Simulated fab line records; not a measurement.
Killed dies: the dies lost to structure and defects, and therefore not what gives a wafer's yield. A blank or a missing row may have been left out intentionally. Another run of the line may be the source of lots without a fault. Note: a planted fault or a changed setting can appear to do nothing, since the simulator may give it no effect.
Comparing a struck lot with a sound one	flow sky130	15 steps out of a route of 708
Sound: the wafers L183.1, L183.2, L183.3. Wafers L188.2, L188.3, L188.4 were the ones struck. Last of all comes the cause.
For every step that has rows: the tool of each side, followed by ch and its chambers, followed by its first start. Under that, the readings that differ: sound wafers	struck wafers	difference of the means	sigmas: that difference in standard deviations of wafers without a fault.
alike: readings whose means differ by less than 2 such deviations, and words and numbers that are the same on both sides. not compared: withheld readings, readings that some wafer has no value for, bounds like >300 that may hide the same value, and numbers for which the record gives no deviation and whose values overlap.
The two part at a step that has a row with sigmas, a row that says differs or no value, or rows on one side only. Numbers that have no deviation but don't overlap get no sigmas and don't part them. A reading missing from all wafers of one side parts the sides only when that side holds two or more wafers.

first, 5 steps without rows for these wafers: SKY_LI_CONTACT_COAT_07 (resist thk 450 nm); SKY_LI_CONTACT_SOFTBAKE_08 (time 90 s); SKY_LI_CONTACT_EXPOSE_09 (exposes mask LICM1, target cd 170 nm); SKY_LI_CONTACT_PEB_10; SKY_LI_CONTACT_DEVELOP_11 (develop time 60 s).
SKY_LI_CONTACT_CD_MEAS_12: target cd 170 nm.
  sound: cd sem-01 at day 30 23:09; struck: cd sem-02 at day 32 10:58
  alike: cd nm
SKY_LI_CONTACT_OVL_MEAS_13:
  sound: overlay-02 at day 30 23:16; struck: overlay-02 at day 32 11:05
  alike: LI_CONTACT_OVL
SKY_LI_CONTACT_ETCH_14: etches BARC in N2/H2, stops on SiO2, time 45.9 s, target depth 60 nm.
  sound on rie diel-03 ch 0,1,2, day 30 23:19; struck on rie diel-01 ch 0,1,3, day 32 11:07
  alike: drypump motor current A, oes product au, throttle valve pct
  not compared: rf hours counter h
SKY_LI_CONTACT_ETCH_15: etches PSG in C4F8/O2/Ar, stops on Si, target depth 600 nm.
  sound on rie diel-03 ch 0,1,2, day 30 23:21; struck on rie diel-01 ch 0,1,3, day 32 11:09
  alike: oes product au
SKY_LI_CONTACT_STRIP_16: strips in O2/N2.
  sound on plasma asher-02 ch 0,1, day 30 23:26; struck on plasma asher-02 ch 0,1, day 32 11:14
  alike: drypump motor current A, oes product au, strip time to endpoint s
  not compared: rf hours counter h
then, 2 steps without rows for these wafers: SKY_LI_CONTACT_CLEAN_17 (cleans in NMP, time 600 s); SKY_LI_CONTACT_PRE_CLEAN_18 (time 5.6 s).
SKY_LI_CONTACT_SPUTTER_19: material Ti, target thk 20 nm, time 106.37 s.
  sound: pvd sputter-03 at day 30 23:44; struck: pvd sputter-03 at day 32 11:32
  no value came back on the struck wafers for cathode dc power W (W), chamber pressure pa (Pa), throttle valve pct (%); on the sound wafers cathode dc power W (W) reads 2499.6 2500.1 2499.6
SKY_LI_CONTACT_SPUTTER_20: material TiN, target thk 20 nm, time 80 s.
  sound: pvd sputter-03 at day 30 23:48; struck: pvd sputter-03 at day 32 11:37
  alike: cathode dc power W, chamber pressure pa, throttle valve pct
-- here the record skips 16 days between the struck wafers' starts before and after, leaving off in module LI_CONTACT and picking up in module PAD_OPEN (first step shown: number 708 of the route) --
SKY_PAD_OPEN_PROBE_99:
  sound: prober-02 at day 46 23:35; struck: prober-02 at day 48 01:02
reading	sound	struck	difference	sigmas
killed at contacts	22 20 26	447 430 431	+413	+74
killed dies	80 74 85	492 492 492	+412	+45
killed on rim	19 14 18	96 96 96	+79	+21
  alike: killed_at_M0_to_M3, killed_at_M4_up, killed at front end, killed at other, killed open, killed short

## WHERE THEY PART
Last at SKY_PAD_OPEN_PROBE_99 as far as this record goes, first at SKY_LI_CONTACT_SPUTTER_19.

WHY: what the simulator had put in
Step skipped in full: pvd sputter-03, at SKY_LI_CONTACT_SPUTTER_19, from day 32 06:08 onward. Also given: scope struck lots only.
